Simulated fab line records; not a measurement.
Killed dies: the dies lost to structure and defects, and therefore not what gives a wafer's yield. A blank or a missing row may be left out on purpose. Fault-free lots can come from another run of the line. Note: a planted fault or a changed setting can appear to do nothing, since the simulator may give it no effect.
Chamber matching | flow gf180mcu | 3 sister chambers for GF_V4_CVD_02 on pecvd-03
The step deposits SiO2 from TEOS, target thk 850 nm, time 94.851 s. 20 wafers are shown with their chamber, then 10 later ones without.

EACH WAFER AND ITS CHAMBER
wafer  | chamber | heaterPowerW (W)
L076.1 | 2       | 596
L076.2 | 1       | 900
L076.3 | 0       | 676
L076.4 | 1       | 953
L076.5 | 0       | 522
L076.6 | 2       | 651
L078.1 | 1       | 935
L078.2 | 2       | 618
L078.4 | 1       | 969
L079.2 | 1       | 915
L079.3 | 2       | 667
L079.4 | 2       | 717
L090.4 | 1       | 719
L090.5 | 0       | 655
L090.6 | 2       | 717
L091.1 | 2       | 603
L091.2 | 1       | 742
L091.3 | 1       | 810
L091.4 | 2       | 673
L091.5 | 2       | 706

SIGNATURES, as means of the wafers listed above
reading      | chamber 0 | chamber 1 | chamber 2 | scatter within a chamber
heaterPowerW | 617.67    | 867.88    | 660.89    | 76.1
Rule: a wafer lies at a distance from a chamber equal to the root of the sum of squares, over the readings, of (its reading less the chamber's mean, divided by the reading's scatter). If the next closest chamber is less than 2 further off than the closest, the wafer can't be placed; otherwise it belongs to the closest. The scatter: take each reading less its chamber's mean, square it, sum over the shown wafers, divide by the number of wafers less the number of chambers, and take the root.

WAFERS WITHOUT THEIR CHAMBER
wafer  | heaterPowerW (W)
L091.6 | 852
L094.2 | 609
L094.4 | 637
L094.6 | 636
L095.3 | 861
L095.4 | 710
L095.5 | 879
L097.2 | 697
L097.3 | 673
L097.5 | 875

EACH ONE'S CHAMBER
wafer  | from the rows above          | in truth
L091.6 | 1                            | 1
L094.2 | can't be placed: 0 or 2      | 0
L094.4 | can't be placed: 0 or 2      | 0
L094.6 | can't be placed: 0 or 2      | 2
L095.3 | 1                            | 1
L095.4 | can't be placed: 2 or 0 or 1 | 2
L095.5 | 1                            | 1
L097.2 | can't be placed: 2 or 0 or 1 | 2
L097.3 | can't be placed: 2 or 0      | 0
L097.5 | 1                            | 1
Placed correctly: 4 of 10. From these rows, 6 cannot be placed; in 6 the true chamber is one of the candidates. 0 placed wrongly.
